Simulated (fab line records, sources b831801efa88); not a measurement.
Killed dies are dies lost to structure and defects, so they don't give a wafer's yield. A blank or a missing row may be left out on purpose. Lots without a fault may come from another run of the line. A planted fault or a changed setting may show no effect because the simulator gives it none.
fab line records | flow sky130
record lots=6 wafers=18 last_day=50
route steps=708 shown VT_ADJUST_LVTN@109 VT_ADJUST_NCORE@119 VT_ADJUST_HVTR@131 VT_ADJUST_PCH@143 SONOS_TUNNEL@166
lots that met no fault: from a run of the same line without faults
start_h: hours from the record's first day to the start of the lot's first wafer shown | wait_h: hours since the lot's step before | " the same as in the row above | L1.1+2: a row that stands for several wafers | - no value, or no start given | * or withheld: withheld | < > ~ a bound
route shown NAME@n: a module of which the file shows steps, and the number in the route of the first | usual: mean/standard deviation of fault-free wafers | same: alike in all rows | chamber/n: place in a boat | sites: the reading at each site | _std_site: their standard deviation | _edge_site: outer sites' mean less inner sites' | radius_mm: how far each site lies from the wafer's centre | mask NAME#n: copy n | behind: the tool/chamber that last shaped the wafer | hold: why the lot was held/for how many hours/how that ended | device: the transistor (n, p or np) that didn't switch | end of line: the same wafers' tests at the end of the route | a step without rows: its recipe alone | killed: dies lost to structure and defects at the first sort, not the wafer's yield | map: a wafer's dies, x killed, . not, _ none there
set.NAME: the setting as run; set.NAME@STEP: as run at that earlier step | model.NAME: the simulator's own value behind a step, which no gauge read
lots at some steps of the route; a table a step, a row a wafer
services: from which hour (start_h, from the record's first day; less than 0 if before it) a tool's chamber was out of use, for how many hours, and why
## steps
# step SKY_VT_ADJUST_LVTN_HMDS_12
# recipe prime_time_s=60 prime_temp_c=120
# step SKY_VT_ADJUST_LVTN_COAT_13
# recipe resist=NOVOLAK spin_rpm=3000 resist_thk_nm=1140
# step SKY_VT_ADJUST_LVTN_SOFTBAKE_14
# recipe temp_c=90 time_s=60 resist=NOVOLAK
# step SKY_VT_ADJUST_LVTN_EXPOSE_15
# recipe mask_id=HVN_STD_DERIVED na=0.6 source_shape=conventional sigma_outer=0.6 polarization=unpolarized target_cd_nm=600 dose_mj=163
# step SKY_VT_ADJUST_LVTN_PEB_16
# recipe temp_c=withheld time_s=* resist=NOVOLAK
# step SKY_VT_ADJUST_LVTN_DEVELOP_17
# recipe resist=NOVOLAK developer=TMAH develop_time_s=60 dev_temp_c=23
# step SKY_VT_ADJUST_LVTN_OVL_MEAS_18
# usual VT_ADJUST_LVTN_01_OVL=0.9/1.5
# columns lot.wafer tool chamber start_h wait_h VT_ADJUST_LVTN_01_OVL[nm]
L906.2 overlay-02 - 161.34 0.1 -1.6
L906.3 " - " " -0.8
L906.6 " - " " 0.1
L915.1 overlay-01 - 222.73 0.1 3.0
L915.3 " - " " 1.6
L915.5 " - " " 1.0
L925.1 overlay-02 - 295.18 0.1 0.5
L925.3 " - " " 0.7
L925.5 " - " " -1.5
L926.2 overlay-02 - 300.78 0.1 0.1
L926.4 " - " " 1.2
L926.6 " - " " 2.3
L927.2 overlay-01 - 307.74 0.1 1.8
L927.4 " - " " 0.9
L927.5 " - " " 0.0
L929.2 overlay-01 - 316.13 0.1 0.4
L929.4 " - " " 0.3
L929.5 " - " " 0.8
# step SKY_VT_ADJUST_LVTN_IMPLANT_19
# recipe species=B energy_kev=30 dose_cm2=6.5e+11 tilt_deg=withheld
# step SKY_VT_ADJUST_LVTN_STRIP_20
# recipe chemistry=O2/N2 power_w=1400 pressure_mtorr=1500 platen_temp_c=withheld o2_flow_sccm=3000 n2_flow_sccm=300 overash_fraction=0.5
# usual drypump_motor_current_A=5.48/0.27 oes_product_au=0.715/0.0048 strip_time_to_endpoint_s=14.18/0.041
# columns lot.wafer tool chamber start_h wait_h drypump_motor_current_A oes_product_au rf_hours_counter_h strip_time_to_endpoint_s
L906.2 plasma_asher-02 1 161.52 0.1 5.08 0.715 47 14.19
L906.3 " 0 " " 5.87 0.713 - 14.19
L906.6 " 0 " " 5.91 0.724 - 14.22
L915.1 plasma_asher-01 0 222.92 0.1 5.29 0.720 41 14.18
L915.3 " 1 " " 5.53 0.723 - 14.21
L915.5 " 1 " " 5.54 0.716 - 14.18
L925.1 plasma_asher-02 0 295.37 0.1 5.90 0.713 60 14.22
L925.3 " 1 " " 5.09 0.720 - 14.21
L925.5 " 0 " " 5.88 0.723 - 14.19
L926.2 plasma_asher-02 1 300.96 0.1 5.08 0.725 61 14.18
L926.4 " 0 " " 5.85 0.709 - 14.18
L926.6 " 1 " " 5.11 0.716 - 14.15
L927.2 plasma_asher-01 0 307.92 0.1 5.30 0.718 49 14.18
L927.4 " 0 " " 5.31 0.719 - 14.22
L927.5 " 0 " " 5.32 0.708 - 14.21
L929.2 plasma_asher-03 0 316.31 0.1 5.69 0.712 63 14.17
L929.4 " 1 " " 5.52 0.711 - 14.22
L929.5 " 1 " " 5.51 0.717 - 14.21
# step SKY_VT_ADJUST_LVTN_TW_MEAS_21
# usual VT_ADJUST_LVTN_2_TW=187.8/1.5
# columns lot.wafer tool chamber start_h wait_h VT_ADJUST_LVTN_2_TW
L906.2 film_metro-04 - 161.63 0.1 189.0
L906.3 " - " " 188.6
L906.6 " - " " 189.1
L915.1 film_metro-04 - 223.02 0.1 189.2
L915.3 " - " " 188.1
L915.5 " - " " 189.5
L925.1 film_metro-02 - 295.47 0.1 187.7
L925.3 " - " " 188.9
L925.5 " - " " 188.5
L926.2 film_metro-02 - 301.07 0.1 188.6
L926.4 " - " " 189.1
L926.6 " - " " 188.9
L927.2 film_metro-02 - 308.03 0.1 186.9
L927.4 " - " " 188.0
L927.5 " - " " 188.6
L929.2 film_metro-02 - 316.42 0.1 187.7
L929.4 " - " " 188.0
L929.5 " - " " 188.0
# step SKY_VT_ADJUST_NCORE_DEHYDRATE_00
# recipe temp_c=200 time_s=60
# step SKY_VT_ADJUST_NCORE_HMDS_01
# recipe prime_time_s=60 prime_temp_c=120
# step SKY_VT_ADJUST_NCORE_COAT_02
# recipe resist=NOVOLAK spin_rpm=3000 resist_thk_nm=1140
# usual chill_plate_temp_C=23.02/0.12 dispense_pressure_kPa=53.1/2.6
# columns lot.wafer tool chamber start_h wait_h chill_plate_temp_C dispense_pressure_kPa
L906.2 litho_track-02 0 171.50 0.1 22.89 50.6
L906.3 " 0 " " 23.17 50.6
L906.6 " 0 " " 23.05 50.6
L915.1 litho_track-02 0 234.02 0.1 22.94 50.6
L915.3 " 0 " " 22.90 50.6
L915.5 " 0 " " 22.87 50.7
L925.1 litho_track-01 - 308.36 0.1 - -
L925.3 " - " " - -
L925.5 " - " " - -
L926.2 litho_track-01 - 313.68 0.1 - -
L926.4 " - " " - -
L926.6 " - " " - -
L927.2 litho_track-01 0 319.38 0.1 23.06 55.9
L927.4 " 0 " " 23.06 55.8
L927.5 " 0 " " 23.13 55.9
L929.2 litho_track-02 0 327.70 0.1 22.94 50.6
L929.4 " 0 " " 23.00 50.7
L929.5 " 0 " " 22.89 50.6
# step SKY_VT_ADJUST_NCORE_SOFTBAKE_03
# recipe temp_c=90 time_s=60 resist=NOVOLAK
# step SKY_VT_ADJUST_NCORE_EXPOSE_04
# recipe mask_id=LVTN_COMPLEMENT_THIN na=0.6 source_shape=conventional sigma_outer=0.6 polarization=unpolarized target_cd_nm=380 dose_mj=139
# step SKY_VT_ADJUST_NCORE_PEB_05
# recipe temp_c=withheld time_s=* resist=NOVOLAK
# step SKY_VT_ADJUST_NCORE_DEVELOP_06
# recipe resist=NOVOLAK developer=TMAH develop_time_s=60 dev_temp_c=23
# step SKY_VT_ADJUST_NCORE_CD_MEAS_07
# recipe target_cd_nm=380
# usual cd_nm=380.3/2.6
# columns lot.wafer tool chamber start_h wait_h cd_nm
L906.2 cd_sem-02 - 182.04 0.1 379.9
L906.3 " - " " 380.7
L906.6 " - " " 382.2
L915.1 cd_sem-01 - 245.32 0.1 380.8
L915.3 " - " " 379.9
L915.5 " - " " 381.9
L925.1 cd_sem-02 - 319.62 0.1 -
L925.3 " - " " -
L925.5 " - " " -
L926.2 cd_sem-02 - 325.43 0.1 -
L926.4 " - " " -
L926.6 " - " " -
L927.2 cd_sem-02 - 332.59 0.1 376.5
L927.4 " - " " 378.9
L927.5 " - " " 376.9
L929.2 cd_sem-01 - 341.84 0.1 381.3
L929.4 " - " " 382.4
L929.5 " - " " 382.7
# step SKY_VT_ADJUST_NCORE_OVL_MEAS_08
# usual VT_ADJUST_NCORE_OVL=-0.5/1.5
# columns lot.wafer tool chamber start_h wait_h VT_ADJUST_NCORE_OVL[nm]
L906.2 overlay-02 - 182.15 0.1 -1.6
L906.3 " - " " -1.9
L906.6 " - " " -1.7
L915.1 overlay-01 - 245.44 0.1 2.0
L915.3 " - " " 0.7
L915.5 " - " " 0.5
L925.1 overlay-01 - 319.74 0.1 -
L925.3 " - " " -
L925.5 " - " " -
L926.2 overlay-01 - 325.53 0.1 -
L926.4 " - " " -
L926.6 " - " " -
L927.2 overlay-02 - 332.70 0.1 -3.7
L927.4 " - " " -0.5
L927.5 " - " " -0.9
L929.2 overlay-02 - 341.95 0.1 -0.5
L929.4 " - " " 0.9
L929.5 " - " " -0.8
# step SKY_VT_ADJUST_NCORE_IMPLANT_09
# recipe species=B energy_kev=10 dose_cm2=2.4e+12 tilt_deg=withheld
# step SKY_VT_ADJUST_NCORE_STRIP_10
# recipe chemistry=O2/N2 power_w=1400 pressure_mtorr=1500 platen_temp_c=withheld o2_flow_sccm=3000 n2_flow_sccm=300 overash_fraction=0.5
# usual drypump_motor_current_A=5.7/0.33 oes_product_au=0.716/0.0044 strip_time_to_endpoint_s=14.20/0.039
# columns lot.wafer tool chamber start_h wait_h drypump_motor_current_A oes_product_au rf_hours_counter_h strip_time_to_endpoint_s
L906.2 plasma_asher-04 0 182.33 0.1 5.8 0.716 6 14.15
L906.3 " 0 " " 5.8 0.717 - 14.14
L906.6 " 0 " " 5.8 0.718 - 14.16
L915.1 plasma_asher-04 0 245.63 0.1 5.8 0.717 13 14.26
L915.3 " 0 " " 5.8 0.715 - 14.24
L915.5 " 1 " " 6.2 0.707 - 14.23
L925.1 plasma_asher-02 0 319.93 0.1 5.9 - 63 -
L925.3 " 0 " " 5.9 - - -
L925.5 " 1 " " 5.1 - - -
L926.2 plasma_asher-03 0 325.71 0.1 5.7 - 64 -
L926.4 " 0 " " 5.7 - - -
L926.6 " 0 " " 5.7 - - -
L927.2 plasma_asher-03 0 332.88 0.1 5.8 0.722 64 14.16
L927.4 " 1 " " 5.5 0.717 - 14.20
L927.5 " 1 " " 5.5 0.713 - 14.16
L929.2 plasma_asher-03 1 342.13 0.1 5.5 0.715 65 14.22
L929.4 " 0 " " 5.7 0.716 - 14.16
L929.5 " 0 " " 5.8 0.718 - 14.22
# step SKY_VT_ADJUST_NCORE_TW_MEAS_11
# usual VT_ADJUST_NCORE_TW=218.9/2.2
# columns lot.wafer tool chamber start_h wait_h VT_ADJUST_NCORE_TW
L906.2 film_metro-03 - 182.44 0.1 214.3
L906.3 " - " " 214.7
L906.6 " - " " 215.9
L915.1 film_metro-01 - 245.73 0.1 218.8
L915.3 " - " " 218.2
L915.5 " - " " 218.9
L925.1 film_metro-01 - 320.03 0.1 219.9
L925.3 " - " " 220.8
L925.5 " - " " 219.8
L926.2 film_metro-04 - 325.82 0.1 219.8
L926.4 " - " " 220.4
L926.6 " - " " 221.5
L927.2 film_metro-04 - 332.99 0.1 220.8
L927.4 " - " " 218.8
L927.5 " - " " 219.7
L929.2 film_metro-03 - 342.24 0.1 215.2
L929.4 " - " " 213.9
L929.5 " - " " 215.2
# step SKY_VT_ADJUST_HVTR_DEHYDRATE_00
# recipe temp_c=200 time_s=60
# step SKY_VT_ADJUST_HVTR_HMDS_01
# recipe prime_time_s=60 prime_temp_c=120
# step SKY_VT_ADJUST_HVTR_COAT_02
# recipe resist=NOVOLAK spin_rpm=3000 resist_thk_nm=1140
# step SKY_VT_ADJUST_HVTR_SOFTBAKE_03
# recipe temp_c=90 time_s=60 resist=NOVOLAK
# step SKY_VT_ADJUST_HVTR_EXPOSE_04
# recipe mask_id=HVTRM target_cd_nm=380 na=0.6 source_shape=conventional sigma_outer=0.6 dose_mj=150
# step SKY_VT_ADJUST_HVTR_PEB_05
# recipe temp_c=withheld time_s=* resist=NOVOLAK
# step SKY_VT_ADJUST_HVTR_DEVELOP_06
# recipe develop_time_s=60 dev_temp_c=23
# step SKY_VT_ADJUST_HVTR_CD_MEAS_07
# recipe target_cd_nm=380
# usual cd_nm=380.4/2.5
# columns lot.wafer tool chamber start_h wait_h cd_nm
L906.2 cd_sem-02 - 203.40 0.1 384.4
L906.3 " - " " 384.5
L906.6 " - " " 385.1
L915.1 cd_sem-01 - 269.14 0.1 383.3
L915.3 " - " " 382.6
L915.5 " - " " 382.1
L925.1 cd_sem-02 - 346.93 0.1 381.3
L925.3 " - " " 381.7
L925.5 " - " " 381.6
L926.2 cd_sem-01 - 352.73 0.1 378.6
L926.4 " - " " 376.7
L926.6 " - " " 378.2
L927.2 cd_sem-02 - 360.63 0.1 381.6
L927.4 " - " " 381.6
L927.5 " - " " 381.6
L929.2 cd_sem-01 - 369.23 0.1 380.0
L929.4 " - " " 383.6
L929.5 " - " " 377.9
# step SKY_VT_ADJUST_HVTR_OVL_MEAS_08
# usual VT_ADJUST_HVTR_OVL=0.8/1.3
# columns lot.wafer tool chamber start_h wait_h VT_ADJUST_HVTR_OVL[nm]
L906.2 overlay-02 - 203.51 0.1 0.4
L906.3 " - " " 0.8
L906.6 " - " " 0.8
L915.1 overlay-01 - 269.26 0.1 1.1
L915.3 " - " " 2.3
L915.5 " - " " 0.6
L925.1 overlay-01 - 347.05 0.1 0.5
L925.3 " - " " -0.6
L925.5 " - " " 0.1
L926.2 overlay-02 - 352.83 0.1 2.4
L926.4 " - " " 2.1
L926.6 " - " " 1.4
L927.2 overlay-02 - 360.73 0.1 -0.3
L927.4 " - " " -0.6
L927.5 " - " " 1.1
L929.2 overlay-02 - 369.33 0.1 0.7
L929.4 " - " " 0.3
L929.5 " - " " 0.8
# step SKY_VT_ADJUST_HVTR_IMPLANT_09
# recipe species=B energy_kev=10 dose_cm2=2.1e+12 tilt_deg=withheld
# step SKY_VT_ADJUST_HVTR_STRIP_10
# recipe chemistry=O2/N2 power_w=1400 pressure_mtorr=1500 platen_temp_c=withheld o2_flow_sccm=3000 n2_flow_sccm=300 overash_fraction=0.5
# usual drypump_motor_current_A=5.7/0.39 oes_product_au=0.715/0.0047 strip_time_to_endpoint_s=14.18/0.039
# columns lot.wafer tool chamber start_h wait_h drypump_motor_current_A oes_product_au rf_hours_counter_h strip_time_to_endpoint_s
L906.2 plasma_asher-04 1 203.69 0.1 6.1 0.718 9 14.15
L906.3 " 0 " " 5.8 0.716 - 14.16
L906.6 " 0 " " 5.8 0.712 - 14.15
L915.1 plasma_asher-02 0 269.44 0.1 5.9 0.706 58 14.16
L915.3 " 1 " " 5.1 0.709 - 14.22
L915.5 " 0 " " 5.8 0.714 - 14.21
L925.1 plasma_asher-02 1 347.24 0.1 5.1 0.714 65 14.17
L925.3 " 1 " " 5.1 0.713 - 14.16
L925.5 " 1 " " 5.1 0.717 - 14.20
L926.2 plasma_asher-04 0 353.01 0.1 5.8 0.709 22 14.17
L926.4 " 0 " " 5.8 0.720 - 14.13
L926.6 " 0 " " 5.8 0.719 - 14.20
L927.2 plasma_asher-02 1 360.91 0.1 5.1 0.718 67 14.22
L927.4 " 1 " " 5.1 0.724 - 14.19
L927.5 " 1 " " 5.1 0.716 - 14.18
L929.2 plasma_asher-04 0 369.51 0.1 5.8 0.712 24 14.19
L929.4 " 0 " " 5.8 0.713 - 14.21
L929.5 " 0 " " 5.8 0.726 - 14.15
# step SKY_VT_ADJUST_HVTR_TW_MEAS_11
# usual VT_ADJUST_HVTR_TW=210.7/1.8
# columns lot.wafer tool chamber start_h wait_h VT_ADJUST_HVTR_TW
L906.2 film_metro-01 - 203.80 0.1 212.4
L906.3 " - " " 212.1
L906.6 " - " " 212.4
L915.1 film_metro-02 - 269.54 0.1 211.8
L915.3 " - " " 212.8
L915.5 " - " " 211.8
L925.1 film_metro-02 - 347.34 0.1 262.9
L925.3 " - " " 262.9
L925.5 " - " " 263.6
L926.2 film_metro-01 - 353.12 0.1 264.2
L926.4 " - " " 265.2
L926.6 " - " " 262.8
L927.2 film_metro-03 - 361.02 0.1 208.2
L927.4 " - " " 207.9
L927.5 " - " " 207.8
L929.2 film_metro-01 - 369.62 0.1 213.2
L929.4 " - " " 212.2
L929.5 " - " " 212.1
# step SKY_VT_ADJUST_PCH_DEHYDRATE_00
# recipe temp_c=200 time_s=60
# step SKY_VT_ADJUST_PCH_HMDS_01
# recipe prime_time_s=60 prime_temp_c=120
# step SKY_VT_ADJUST_PCH_COAT_02
# recipe spin_rpm=2000 resist_thk_nm=3000
# step SKY_VT_ADJUST_PCH_SOFTBAKE_03
# recipe temp_c=110 time_s=withheld
# step SKY_VT_ADJUST_PCH_EXPOSE_04
# recipe mask_id=NWM na=0.6 source_shape=conventional sigma_outer=0.6 polarization=unpolarized target_cd_nm=840 dose_mj=255
# step SKY_VT_ADJUST_PCH_PEB_05
# recipe temp_c=115 time_s=withheld
# step SKY_VT_ADJUST_PCH_DEVELOP_06
# recipe wall_angle_deg=90 developer=TMAH develop_time_s=60 dev_temp_c=23
# step SKY_VT_ADJUST_PCH_OVL_MEAS_07
# usual VT_ADJUST_PCH_OVL=0.3/1.6
# columns lot.wafer tool chamber start_h wait_h VT_ADJUST_PCH_OVL[nm]
L906.2 overlay-02 - 226.23 - 0.0
L906.3 " - " " 1.7
L906.6 " - " " 0.4
L915.1 overlay-02 - 293.99 - 2.1
L915.3 " - " " 0.4
L915.5 " - " " 0.2
L925.1 overlay-01 - 374.94 - 2.9
L925.3 " - " " 0.8
L925.5 " - " " 1.4
L926.2 overlay-01 - 380.26 - 2.1
L926.4 " - " " 1.2
L926.6 " - " " 1.0
L927.2 overlay-02 - 388.98 - -0.1
L927.4 " - " " -1.8
L927.5 " - " " -0.4
L929.2 overlay-01 - 398.03 - -1.8
L929.4 " - " " -1.9
L929.5 " - " " -1.5
# step SKY_VT_ADJUST_PCH_TW_MEAS_10
# usual VT_ADJUST_PCH_TW=142.9/0.73
# columns lot.wafer tool chamber start_h wait_h VT_ADJUST_PCH_TW
L906.2 film_metro-04 - 226.52 0.1 143.8
L906.3 " - " " 143.4
L906.6 " - " " 143.3
L915.1 film_metro-01 - 294.27 0.1 142.9
L915.3 " - " " 143.0
L915.5 " - " " 143.7
L925.1 film_metro-04 - 375.22 0.1 230.3
L925.3 " - " " 232.7
L925.5 " - " " 231.4
L926.2 film_metro-02 - 380.55 0.1 229.4
L926.4 " - " " 228.8
L926.6 " - " " 228.8
L927.2 film_metro-02 - 389.27 0.1 141.5
L927.4 " - " " 142.3
L927.5 " - " " 142.3
L929.2 film_metro-04 - 398.32 0.1 143.1
L929.4 " - " " 143.2
L929.5 " - " " 143.6
# step SKY_SONOS_TUNNEL_TW_MEAS_12
# usual SONOS_TUNNEL_TW=196.8/1.8
# columns lot.wafer tool chamber start_h wait_h SONOS_TUNNEL_TW
L906.2 film_metro-03 - 250.02 0.0 196.6
L906.3 " - " " 196.2
L906.6 " - " " 195.5
L915.1 film_metro-02 - 319.29 0.0 195.4
L915.3 " - " " 194.9
L915.5 " - " " 197.1
L925.1 film_metro-02 - 404.96 0.0 254.2
L925.3 " - " " 254.0
L925.5 " - " " 254.5
L926.2 film_metro-03 - 408.72 0.0 250.2
L926.4 " - " " 252.5
L926.6 " - " " 248.4
L927.2 film_metro-02 - 418.30 0.0 197.9
L927.4 " - " " 197.6
L927.5 " - " " 196.4
L929.2 film_metro-03 - 427.09 0.0 194.9
L929.4 " - " " 194.9
L929.5 " - " " 195.3
## services
# columns tool chamber start_h hours kind
plasma_asher-01 - 143.46 2.8 pm
plasma_asher-03 - 175.67 2.1 repair
plasma_asher-04 - 260.32 7.4 repair
plasma_asher-01 - 264.31 7.3 repair
plasma_asher-01 - 282.63 1.5 repair
plasma_asher-04 - 287.19 1.5 repair
plasma_asher-01 - 341.27 2.0 repair
litho_track-01 - 356.64 - consumable_replace:filter
## key
first_sign step=SKY_VT_ADJUST_NCORE_COAT_02 reading=tool_record direction=missing
effect step=SKY_VT_ADJUST_NCORE_CD_MEAS_07 reading=cd_nm direction=missing
effect step=SKY_VT_ADJUST_NCORE_OVL_MEAS_08 reading=VT_ADJUST_NCORE_OVL direction=missing
effect step=SKY_VT_ADJUST_HVTR_TW_MEAS_11 reading=VT_ADJUST_HVTR_TW direction=up sigmas=29 usual=210.7 struck=263.6
effect step=SKY_VT_ADJUST_PCH_TW_MEAS_10 reading=VT_ADJUST_PCH_TW direction=up sigmas=99+ usual=142.9 struck=230.3
effect step=SKY_SONOS_TUNNEL_TW_MEAS_12 reading=SONOS_TUNNEL_TW direction=up sigmas=31 usual=196.8 struck=252.3
met_at SKY_VT_ADJUST_NCORE_COAT_02
struck_wafers L925.1,L925.3,L925.5,L926.2,L926.4,L926.6
sort_left_out L925.1,L925.3,L925.5,L926.2,L926.4,L926.6
tester_left_out L925,L926
fault kind=skipped_step_whole tool=litho_track-01 chamber=- onset_h=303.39 steps=SKY_VT_ADJUST_NCORE_COAT_02 scope=struck_lots_only
# tester_left_out: of these lots the tester's yield and bins aren't shown, on N5 and GAA mostly nor the transistor test; their killed dies are dies lost to structure and defects alone, not to doping, threshold or leakage, so they don't give the yield
# sort_left_out: the simulated sort isn't trusted on such a fault, so these wafers' sort isn't shown, and their yield isn't known
